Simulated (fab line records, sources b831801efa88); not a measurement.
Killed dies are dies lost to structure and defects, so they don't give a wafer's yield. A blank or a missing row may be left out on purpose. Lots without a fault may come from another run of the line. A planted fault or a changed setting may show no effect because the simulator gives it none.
A struck lot beside a sound one | flow sky130 | 15 steps out of a route of 708
Sound: wafers L856.3, L856.5, L856.6. Struck: wafers L852.1, L852.2, L852.6. The cause comes at the end.
At each step with rows: each side's tool, then ch and its chambers, then its first start. Under that, the readings that differ: sound wafers | struck wafers | difference of the means | sigmas: that difference in standard deviations of wafers without a fault.
alike: readings whose means differ by less than 2 such deviations, and words and numbers that are the same on both sides. not compared: withheld readings, readings that some wafer has no value for, bounds like >300 that may hide the same value, and numbers for which the record gives no deviation and whose values overlap.
The two part at a step that has a row with sigmas, a row that says differs or no value, or rows on one side only. Numbers that don't overlap but have no deviation are shown without sigmas and don't part them. A reading that every wafer of one side lacks parts them only if that side has two wafers or more.

first, 2 steps without rows for these wafers: SKY_LOCAL_INTERCONNECT_CLEAN_17 (cleans in IPA, time 180 s); SKY_LOCAL_INTERCONNECT_CLEAN_18 (cleans in O3/DIW).
SKY_CONTACT_CVD_00: deposits Si3N4, target thk 75 nm.
  sound on pecvd-01 ch 0,2, day 36 18:22; struck on pecvd-01 ch 0,2, day 35 18:13
  alike: heater_power_outer_w, heater_power_w, rf_fwd_power_W
SKY_CONTACT_THK_MEAS_01:
  sound on film_metro-01, day 36 18:25; struck on film_metro-01, day 35 18:14
  alike: CONTACT_CVD_00_THK
then, 1 step without rows for these wafers: SKY_CONTACT_HDPCVD_02 (deposits SiO2, target thk 565 nm, time 94.2 s).
SKY_CONTACT_THK_MEAS_03:
  sound on film_metro-03, day 36 18:33; struck on film_metro-03, day 35 18:22
  alike: CONTACT_HDPCVD_THK
SKY_CONTACT_CMP_04: polishes SiO2.
  sound on cmp-02 ch 0,1,2, day 36 18:44; struck on cmp-01 ch 0,1, day 35 18:31
  alike: motor_current_A, time_to_endpoint_s
SKY_CONTACT_BOW_MEAS_05:
  sound on film_metro-01, day 36 18:56; struck on film_metro-01, day 35 18:49
  alike: CONTACT_BOW
then, 4 steps without rows for these wafers: SKY_CONTACT_DEHYDRATE_06 (time 60 s); SKY_CONTACT_HMDS_07 (prime time 60 s); SKY_CONTACT_COAT_08 (resist thk 60 nm); SKY_CONTACT_COAT_09 (resist thk 450 nm).
SKY_CONTACT_SOFTBAKE_10: time 90 s.
  sound on litho_track-04 ch 0, day 37 07:00; struck on litho_track-02 ch 0, day 36 06:00
  reading                  | sound                | struck            | difference | sigmas
  heater_power_total_W (W) | 57.49 57.17 57.25    | 66.06 66.05 66.06 | +8.75      | +80
  run_length_s (s)         | 118.83 118.88 119.11 | 88.41 88.47 88.25 | -30.56     | -99 or more
  alike: resist_line_temp_C
then, 1 step without rows for these wafers: SKY_CONTACT_EXPOSE_11 (exposes mask CTM1, target cd 170 nm).
-- the record jumps here: 14 days lie between the struck wafers' starts before and after (it left off in module CONTACT and takes up again in module PAD_OPEN, whose first step shown is number 708 of the route) --
SKY_PAD_OPEN_PROBE_99:
  sound on prober-01, day 50 07:04; struck on prober-01, day 49 18:16
  alike: killed_at_M0_to_M3, killed_at_M4_up, killed_at_contacts, killed_at_front_end, killed_at_other, killed_dies, killed_on_rim, killed_open, killed_short

WHERE THEY PART
Only at SKY_CONTACT_SOFTBAKE_10, within this record. Later steps at which nothing parts them and some readings are alike: SKY_PAD_OPEN_PROBE_99.

WHY: what the simulator had put in
Process parameter drift: litho_track-02, from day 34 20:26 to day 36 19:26, at SKY_CONTACT_SOFTBAKE_10. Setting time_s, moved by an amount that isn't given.
